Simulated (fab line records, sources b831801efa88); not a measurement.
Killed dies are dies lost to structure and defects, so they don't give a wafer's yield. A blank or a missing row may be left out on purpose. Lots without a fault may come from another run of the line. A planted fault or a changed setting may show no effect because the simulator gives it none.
Problem report in the 8D (eight disciplines) form, filled by code | flow sky130 | the parts of the form that need people (team, actions taken, sign-off) are left out

1. THE PROBLEM
strip_time_to_endpoint_s at SKY_LDD_P_STRIP_10 reads a mean of 13.66 s on 6 wafers of 2 lots; wafers without a fault read 14.19 s with a standard deviation of 0.039. That is -14 standard deviations from the usual mean.
The step: strips in O2/N2.
First seen on wafer L716.1, day 22 06:00, on plasma_asher-02. The record holds 36 wafers of 12 lots with a number at this step. Rule for "out", or "out of limits": more than 4 standard deviations from the usual mean. The other wafers with a number count as sound.

2. WHAT IT IS AND WHAT IT IS NOT
question                    | is                               | is not
which readings at this step | strip_time_to_endpoint_s         | drypump_motor_current_A
which lots                  | L716, L717                       | L710, L711, L712, L713, L714, L724, L727, L728, L729, L731
which wafers of those lots  | all that have a number           | -
read on which tools         | plasma_asher-01, plasma_asher-02 | plasma_asher-03
when                        | from day 22 06:00                | up to then (15 sound wafers); but 15 sound wafers of L724, L727, L728, L729, L731 came after

3. SUSPECTS, AND WHAT RULES EACH OUT
Counting: a tool at a process step up to the reading stays a suspect if it ran every lot that is out and no sound lot after the first of them.
- litho_track-02 at SKY_LDD_P_COAT_02 (resist thk 1140 nm): ruled out as a lasting fault. Sound lots L729, L731 ran on it after its first lot that is out, L716 (day 21 13:44).
Left after counting: nothing in the record.

4. THE CAUSE (what the simulator had put in)
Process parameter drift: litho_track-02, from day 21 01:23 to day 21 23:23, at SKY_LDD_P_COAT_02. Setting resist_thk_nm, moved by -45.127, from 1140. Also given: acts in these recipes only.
Counting ruled it out, wrongly: the rule takes a fault to strike every lot that its tool runs from its start on, and this one did not.

5. THE CHAIN OF EFFECTS, in route order
Each row: a reading whose mean over the struck wafers that have a number lies more than 3 standard deviations from the usual. Only readings for which the record gives a usual standard deviation are gone through. hours: the time from each lot's start at the first step in this table that gives one to its start at this step, as a median over the lots. sigmas: the change in usual standard deviations.
hours | step               | reading                  | usual   | on struck wafers | change | sigmas
0     | SKY_LDD_P_STRIP_10 | strip_time_to_endpoint_s | 14.19 s | 13.66            | -0.53  | -14
The process steps in it:
- SKY_LDD_P_STRIP_10: strips in O2/N2.
Later measuring or inspecting steps at which every struck wafer that the step has a row for has a number for every such reading, and none has moved that far: SKY_SD_P_OVL_MEAS_08.

6. WHAT WOULD HAVE CAUGHT IT SOONER
In this record the first reading out of limits was taken at day 22 06:00, 29 hours after the fault began at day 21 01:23.
